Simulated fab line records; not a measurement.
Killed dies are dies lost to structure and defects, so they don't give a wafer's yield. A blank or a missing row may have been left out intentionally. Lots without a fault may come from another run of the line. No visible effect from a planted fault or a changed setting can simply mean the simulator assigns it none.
Which of the tools did it? | flow sky130 | 11 lots with 33 wafers sampled at 4 steps, on a route of 708 steps

WHAT THE GAUGES SHOWED, per wafer
SKY_VIA3_BOW_MEAS_03.
lot  | measured     | on            | VIA3_BOW (um)
L920 | day 39 21:57 | film metro-03 | 99 91 82
L927 | day 41 06:47 | film metro-03 | 91 85 88
L929 | day 41 15:37 | film metro-01 | 76 78 79
L934 | day 42 21:27 | film metro-03 | 66 78 94
L933 | day 43 00:32 | film metro-01 | 80 74 63
L937 | day 43 21:17 | film metro-01 | 75 86 82
L935 | day 44 00:59 | film metro-01 | 82 89 98
L938 | day 44 03:27 | film metro-04 | 68 66 79
L939 | day 44 12:19 | film metro-04 | 60 81 74
L941 | day 44 18:46 | film metro-04 | 77 71 76
L942 | day 44 19:53 | film metro-01 | 81 78 82

WHAT TOOL EACH LOT RAN ON (gives the tool, then ch and the chambers of the sampled wafers, and finally the start)
lot  | SKY_CAPM_METAL_ETCH_13            | SKY_METAL3_DESCUM_15              | SKY_METAL3_METAL_ETCH_18
L920 | rie metal-04 ch 0,1, day 38 19:17 | rie metal-03 ch 0,1, day 39 20:19 | rie metal-01 ch 0, day 39 20:28
L927 | rie metal-02 ch 0,1, day 40 04:14 | rie metal-04 ch 0,1, day 41 05:13 | rie metal-01 ch 0,1, day 41 05:22
L929 | rie metal-02 ch 0, day 40 12:22   | rie metal-04 ch 0,1, day 41 14:08 | rie metal-01 ch 0,1, day 41 14:20
L934 | rie metal-04 ch 0,1, day 41 19:35 | rie metal-04 ch 0, day 42 19:35   | rie metal-03 ch 1, day 42 19:44
L933 | rie metal-02 ch 0,1, day 41 22:39 | rie metal-04 ch 0,1, day 42 22:43 | rie metal-03 ch 0,1, day 42 22:52
L937 | rie metal-02 ch 0,1, day 42 19:56 | rie metal-04 ch 0,1, day 43 19:46 | rie metal-03 ch 0,1, day 43 19:55
L935 | rie metal-02 ch 0,1, day 42 22:49 | rie metal-04 ch 0,1, day 43 23:22 | rie metal-03 ch 0,1, day 43 23:34
L938 | rie metal-04 ch 0,1, day 43 02:23 | rie metal-01 ch 0,1, day 44 01:58 | rie metal-03 ch 0,1, day 44 02:07
L939 | rie metal-04 ch 0,1, day 43 10:50 | rie metal-04 ch 0,1, day 44 10:50 | rie metal-03 ch 0,1, day 44 10:59
L941 | rie metal-04 ch 0,1, day 43 17:14 | rie metal-01 ch 0, day 44 17:16   | rie metal-04 ch 0,1, day 44 17:25
L942 | rie metal-01 ch 0,1, day 43 18:48 | rie metal-01 ch 0,1, day 44 18:26 | rie metal-01 ch 0,1, day 44 18:35
- SKY_CAPM_METAL_ETCH_13: etches TiN in Cl2/BCl3, stops on SiO2, target depth 220 nm, time 62.9 s.
- SKY_METAL3_DESCUM_15: chemistry O2, time 8 s.
- SKY_METAL3_METAL_ETCH_18: etches the open film in Cl2/BCl3, stops on SiO2, target depth 845 nm, time 183.1 s.

THE ANSWER, worked out from the rows above alone
Rule: the usual values come from the lots themselves. Put in order of their means at a reading, lots are off if they are a third of the lots or fewer, leave a main group of 4 or more, and stand apart from it by a gap of 3 or more times the standard deviation of the main group's means; of several such gaps the widest counts. The tables above print the reading to a certain number of digits; a main group whose means all agree to those digits is not used. Also off: a lot with no number at a reading for which 4 or more lots have one. All remaining lots with rows at the step are treated as sound.
None of the lots is off at any reading shown; this tells nothing.

WHAT THE SIMULATOR PUT IN
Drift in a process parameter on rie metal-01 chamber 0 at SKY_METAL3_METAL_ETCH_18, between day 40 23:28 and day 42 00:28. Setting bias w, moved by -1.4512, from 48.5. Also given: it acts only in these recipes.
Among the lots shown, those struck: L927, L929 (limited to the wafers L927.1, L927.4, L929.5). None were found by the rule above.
